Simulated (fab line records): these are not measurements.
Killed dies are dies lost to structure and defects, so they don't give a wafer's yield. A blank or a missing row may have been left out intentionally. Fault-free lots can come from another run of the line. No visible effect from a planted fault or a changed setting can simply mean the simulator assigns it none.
Struck lot and sound lot, side by side + flow gf180mcu + 15 out of 602 route steps
Sound: wafers L693.2, L693.5, L693.6. Struck: wafers L701.2, L701.4, L701.5. Last of all comes the cause.
Per side, at each step with rows, come the tool, then ch with its chambers, and then its first start. Under that, the readings that differ: sound wafers + struck wafers + difference of the means + sigmas: that difference in standard deviations of wafers without a fault.
alike: same words and numbers on both sides, and readings whose means sit less than 2 such deviations apart. not compared: any withheld reading, any reading some wafer has no value for, any bound like >300 that may hide the same value, and any number with overlapping values for which the record gives no deviation.
The two part at a step that has a row with sigmas, a row that says differs or no value, or rows on one side only. When numbers do not overlap yet have no deviation, they are printed without sigmas and do not part them. A reading missing from all wafers of one side parts the sides only when that side holds two or more wafers.

first, 4 steps without rows for these wafers: GF_V2_SOFTBAKE_10 (time 60 s); GF_V2_EXPOSE_11 (exposes mask Via2, target cd 260 nm); GF_V2_PEB_12 (peb time 90 s); GF_V2_DEVELOP_13 (develop time 60 s).
GF_V2_CD_MEAS_14 targets a cd of 260 nm.
  sound on cd sem-01 at day 20 17:43; struck on cd sem-02 at day 23 22:47
  alike: cd nm
GF_V2_OVL_MEAS_15:
  sound on overlay-01 at day 20 17:50; struck on overlay-02 at day 23 22:53
  alike: V2_OVL
GF_V2_ETCH_16: etches BARC in N2/H2.
  sound on rie diel-03 ch 1,2,3, day 20 17:52; struck on rie diel-04 ch 0,1, day 23 22:55
  alike: drypump motor current A, oes product au, throttle valve pct
GF_V2_ETCH_17: etches SiO2 in C4F8/O2/Ar, stops on TiN, target depth 630 nm.
  sound on rie diel-03 ch 1,2,3; struck on rie diel-04 ch 0,1
  alike: oes product au
GF_V2_STRIP_18: strips in O2/N2.
  sound on plasma asher-04 ch 0,1, day 20 17:59; struck on plasma asher-02 ch 0,1, day 23 23:03
  alike: drypump motor current A, heater power w, o2 flow sccm, oes product au
  not compared: rf hours counter h
then, 2 steps without rows for these wafers: GF_V2_STRIP_19 (strips in post etch residue remover, time 1200 s); GF_V2_CLEAN_20 (cleans in DIW).
GF_V2_SPUTTER_21: material Ti, target thk 15 nm, time 80.02 s.
  sound on pvd sputter-01 at day 20 18:32; struck on pvd sputter-03 at day 23 23:37
  alike: substrate temp c, throttle valve pct
GF_V2_SPUTTER_22: material TiN, target thk 10 nm, time 40 s.
  sound on pvd sputter-01 at day 20 18:35; struck on pvd sputter-03 at day 23 23:40
| reading                                | sound             | struck            | difference | sigmas |
|----------------------------------------|-------------------|-------------------|------------|--------|
| model.TiN_of_V2_SPUTTER_22.thk nm (nm) | 10.14 9.784 9.821 | 9.321 9.212 9.408 | -0.601     |        |
  alike: throttle valve pct
GF_V2_CVD_23: deposits W, target thk 350 nm, time 104.94 s.
  sound on cvd w-02 ch 0,1, day 20 18:38; struck on cvd w-02 ch 0,1, day 23 23:43
  alike: heater power w
-- the record jumps here: 8 days lie between the struck wafers' starts before and after (it left off in module V2 and takes up again in module PASSIVATION, whose first step shown is number 602 of the route) --
GF_PASSIVATION_PROBE_99:
  rows exist in the record for the struck wafers here (prober-02, day 31 22:22), but not for the sound ones

## WHERE THEY PART
At GF_PASSIVATION_PROBE_99 and nowhere else, as far as this record goes.

WHY: the cause the simulator had injected
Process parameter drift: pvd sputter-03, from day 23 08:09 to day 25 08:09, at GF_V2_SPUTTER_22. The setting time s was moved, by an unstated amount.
